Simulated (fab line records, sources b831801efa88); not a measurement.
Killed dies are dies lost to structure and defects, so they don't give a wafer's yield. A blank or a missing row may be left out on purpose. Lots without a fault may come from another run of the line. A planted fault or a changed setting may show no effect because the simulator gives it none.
A struck lot beside a sound one | flow sky130 | 15 steps out of a route of 708
Sound: wafers L261.2, L261.3, L261.5. Struck: wafers L263.2, L263.3, L263.5. The cause comes at the end.
At each step with rows: each side's tool, then ch and its chambers, then its first start. Under that, the readings that differ: sound wafers | struck wafers | difference of the means | sigmas: that difference in standard deviations of wafers without a fault.
alike: readings whose means differ by less than 2 such deviations, and words and numbers that are the same on both sides. not compared: withheld readings, readings that some wafer has no value for, bounds like >300 that may hide the same value, and numbers for which the record gives no deviation and whose values overlap.
The two part at a step that has a row with sigmas, a row that says differs or no value, or rows on one side only. Numbers that don't overlap but have no deviation are shown without sigmas and don't part them. A reading that every wafer of one side lacks parts them only if that side has two wafers or more.

first, 1 step without rows for these wafers: SKY_VT_ADJUST_HVTP_IMPLANT_09.
SKY_VT_ADJUST_HVTP_STRIP_10: strips in O2/N2.
  sound on plasma_asher-03 ch 0,1, day 8 05:27; struck on plasma_asher-01 ch 0,1, day 8 15:18
  reading                     | sound          | struck         | difference | sigmas
  drypump_motor_current_A (A) | 6.18 6.16 5.83 | 5.25 5.49 5.24 | -0.73      | -3
  alike: o2_flow_sccm, oes_product_au, strip_time_to_endpoint_s
  not compared: rf_hours_counter_h
SKY_VT_ADJUST_HVTP_TW_MEAS_11:
  sound on film_metro-02, day 8 05:34; struck on film_metro-01, day 8 15:25
  alike: VT_ADJUST_HVTP_TW
then, 7 steps without rows for these wafers: SKY_VT_ADJUST_LVTN_DEHYDRATE_00 (time 60 s); SKY_VT_ADJUST_LVTN_HMDS_01 (prime time 60 s); SKY_VT_ADJUST_LVTN_COAT_02 (resist thk 3000 nm); SKY_VT_ADJUST_LVTN_SOFTBAKE_03; SKY_VT_ADJUST_LVTN_EXPOSE_04 (exposes mask NWM COMPLEMENT LESS NATIVE, target cd 840 nm); SKY_VT_ADJUST_LVTN_PEB_05; SKY_VT_ADJUST_LVTN_DEVELOP_06 (develop time 60 s).
SKY_VT_ADJUST_LVTN_OVL_MEAS_07:
  sound on overlay-02, day 9 03:00; struck on overlay-01, day 9 13:15
  alike: VT_ADJUST_LVTN_OVL
then, 1 step without rows for these wafers: SKY_VT_ADJUST_LVTN_IMPLANT_08.
SKY_VT_ADJUST_LVTN_STRIP_09: strips in O2/N2.
  sound on plasma_asher-02 ch 1, day 9 03:11; struck on plasma_asher-02 ch 0,1, day 9 13:26
  reading                      | sound             | struck            | difference | sigmas
  o2_flow_sccm (sccm)          | 3002 3014 2991    | 3601 3602 3602    | +599       | +60
  strip_time_to_endpoint_s (s) | 36.79 36.83 36.81 | 36.48 36.50 36.56 | -0.30      | -3
  alike: drypump_motor_current_A, oes_product_au
  not compared: rf_hours_counter_h
SKY_VT_ADJUST_LVTN_TW_MEAS_10:
  sound on film_metro-01, day 9 03:17; struck on film_metro-04, day 9 13:32
  alike: VT_ADJUST_LVTN_TW
SKY_PAD_OPEN_PROBE_99:
  the record has rows for the sound wafers here (prober-02, day 47 20:13) and none for the struck ones

WHERE THEY PART
First at SKY_VT_ADJUST_HVTP_STRIP_10; last, within this record, at SKY_PAD_OPEN_PROBE_99.

WHY: what the simulator had put in
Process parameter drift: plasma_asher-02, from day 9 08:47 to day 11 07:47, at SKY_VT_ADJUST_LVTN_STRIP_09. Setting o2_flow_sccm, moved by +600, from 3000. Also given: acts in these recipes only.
